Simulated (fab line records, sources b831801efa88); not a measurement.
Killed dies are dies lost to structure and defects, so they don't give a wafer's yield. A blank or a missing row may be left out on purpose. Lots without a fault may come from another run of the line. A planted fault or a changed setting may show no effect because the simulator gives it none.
Which tool did it? | flow sky130 | 11 lots, 33 wafers sampled, at 2 steps of a route of 708

WHAT THE GAUGES READ, wafer by wafer
SKY_VT_ADJUST_NCORE_CD_MEAS_07: target cd 380 nm.
lot  | measured     | on        | cd_nm (nm)
L353 | day 8 16:07  | cd_sem-01 | 381.9 380.9 383.8
L354 | day 9 01:21  | cd_sem-01 | 380.6 379.7 380.1
L355 | day 9 08:46  | cd_sem-01 | 380.6 380.1 381.0
L359 | day 10 06:58 | cd_sem-02 | 380.3 379.9 378.7
L361 | day 11 09:46 | cd_sem-01 | 375.6 377.1 376.2
L362 | day 11 17:28 | cd_sem-02 | 378.7 380.5 378.9
L364 | day 11 23:03 | cd_sem-02 | 377.8 376.0 376.6
L372 | day 14 11:51 | cd_sem-02 | 381.0 381.8 380.5
L373 | day 14 19:43 | cd_sem-02 | 378.2 377.3 376.0
L374 | day 14 19:50 | cd_sem-01 | 379.1 380.1 378.0
L375 | day 15 06:26 | cd_sem-01 | 379.7 376.8 377.9

WHICH TOOL RAN EACH LOT (tool, then ch and the chambers of the sampled wafers, then the start)
lot  | SKY_FIELD_ISO_CMP_27
L353 | cmp-01 ch 1,2,3, day 2 15:17
L354 | cmp-01 ch 2,3, day 2 20:18
L355 | cmp-01 ch 1,2,3, day 3 00:10
L359 | cmp-01 ch 0,2,3, day 3 19:34
L361 | cmp-01 ch 0,1,2, day 4 12:40
L362 | cmp-02 ch 1,2,3, day 4 19:26
L364 | cmp-02 ch 0,1,3, day 5 01:11
L372 | cmp-02 ch 0,2,3, day 6 18:25
L373 | cmp-01 ch 1,2, day 7 00:56
L374 | cmp-02 ch 1,2,3, day 7 04:26
L375 | cmp-01 ch 0,1,3, day 7 09:13
- SKY_FIELD_ISO_CMP_27: polishes, stops on Si3N4, t overpolish 16 s, target thk 457.8 nm.

THE ANSWER, worked out from the rows above alone
Rule: what is usual is taken from the lots themselves. Put in order of their means at a reading, lots are off if they are a third of the lots or fewer, leave a main group of 4 or more, and stand apart from it by a gap of 3 or more times the standard deviation of the main group's means; of several such gaps the widest counts. A main group whose means are all the same, to the digits that the tables above print for the reading, isn't used. A lot without any number at a reading at which 4 lots or more have one is off too. The other lots that the step has rows for count as sound.
No lot is off at any reading shown: from this, nothing can be told.

WHAT THE SIMULATOR HAD PUT IN
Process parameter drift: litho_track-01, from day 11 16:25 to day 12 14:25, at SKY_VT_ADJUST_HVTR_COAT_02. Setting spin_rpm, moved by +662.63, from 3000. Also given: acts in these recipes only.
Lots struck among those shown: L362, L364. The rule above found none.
